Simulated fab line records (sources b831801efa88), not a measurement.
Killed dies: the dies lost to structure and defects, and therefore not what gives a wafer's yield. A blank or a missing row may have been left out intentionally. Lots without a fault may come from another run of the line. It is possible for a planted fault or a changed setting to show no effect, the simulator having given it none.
Check for tools in common ; flow sky130 ; 36 wafers sampled across 12 lots

WHAT PROMPTED THE OPENING
At SKY_VIA2_OVL_MEAS_13 the reading VIA2_OVL is flagged on 1 of 12 lots. Wafers without a fault read 4 nm, standard deviation 5.1.
Rule: a lot is flagged in two cases, either no wafer of it has a number, or all its wafers with numbers fall more than 4 standard deviations from that mean. The rest of the lots are taken to be sound.

lot;measured;on;VIA2_OVL (nm), wafer by wafer;flag
L242;day 36 05:41;overlay-02;5 2 11;
L243;day 36 10:02;overlay-02;3 6 5;
L244;day 36 23:35;overlay-02;9 6 12;
L245;day 37 17:59;overlay-02;1 1 6;
L246;day 37 18:28;overlay-02;14 1 3;
L247;day 38 02:29;overlay-01;0 12 1;
L251;day 39 15:59;overlay-01;75 77 77;FLAGGED
L253;day 39 23:28;overlay-01;16 7 12;
L257;day 40 21:09;overlay-01;0 0 2;
L258;day 41 01:44;overlay-01;13 8 10;
L259;day 41 13:16;overlay-01;-1 -1 -2;
L265;day 43 00:08;overlay-02;13 5 5;
Average over the flagged lots: 76 nm; offset from the usual +72 nm, equal to +14 standard deviations.

EACH LOT AND THE TOOL IT RAN ON
The record holds 1 process step before the reading, out of a route of 708 steps. Read each cell as the tool, then ch plus the chambers that the sampled wafers visited, then the start.
lot;flag;SKY_VIA2_EXPOSE_09
L242;;krf-scanner-02 ch 0, day 35 16:07
L243;;krf-scanner-02 ch 0, day 35 20:35
L244;;krf-scanner-02 ch 0, day 36 10:47
L245;;krf-scanner-02 ch 0, day 37 04:05
L246;;krf-scanner-01 ch 0, day 37 05:37
L247;;krf-scanner-01 ch 0, day 37 13:48
L251;FLAGGED;krf-scanner-02 ch 0, day 39 04:10
L253;;krf-scanner-01 ch 0, day 39 11:07
L257;;krf-scanner-01 ch 0, day 40 09:15
L258;;krf-scanner-01 ch 0, day 40 13:58
L259;;krf-scanner-01 ch 0, day 41 01:10
L265;;krf-scanner-01 ch 0, day 42 12:35
What the steps here do:
- SKY_VIA2_EXPOSE_09: exposes mask VIM2, target cd 200 nm.
- SKY_VIA2_OVL_MEAS_13

FLAGGED AGAINST TOTAL, ONE TOOL AT A TIME (gauges that did the reading follow at the end)
step;tool;lots run;flagged;share of the flagged lots;sound lots run after its first flagged lot
SKY_VIA2_EXPOSE_09;krf-scanner-01;7;0;none;-
SKY_VIA2_EXPOSE_09;krf-scanner-02;5;1;all;0
SKY_VIA2_OVL_MEAS_13;overlay-01;6;1;all;4 (L253,L257,L258,L259)
SKY_VIA2_OVL_MEAS_13;overlay-02;6;0;none;-

WHAT IS ALLOWED BY THE TABLE
2 rows of the table ran every flagged lot: krf-scanner-02 at SKY_VIA2_EXPOSE_09, overlay-01 at SKY_VIA2_OVL_MEAS_13.
- krf-scanner-02 at SKY_VIA2_EXPOSE_09: 1 of its 5 lots flagged. Its last sound lot is L245 (day 37 04:05), its first flagged lot L251 (day 39 04:10): a fault that began between those two fits.
- overlay-01 at SKY_VIA2_OVL_MEAS_13: 1 of its 6 lots flagged. Sound lots followed the first flagged one (L253, L257, L258, L259) on it, something a lasting fault affecting the whole tool could not allow.
What remains is a single tool, krf-scanner-02 at SKY_VIA2_EXPOSE_09.

WHAT THE SIMULATOR PUT IN
Scanner matching overlay: krf-scanner-02, from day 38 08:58 on, at SKY_VIA2_EXPOSE_09. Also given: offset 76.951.
Shown lots that were struck: L251. The same result came from the rule above.
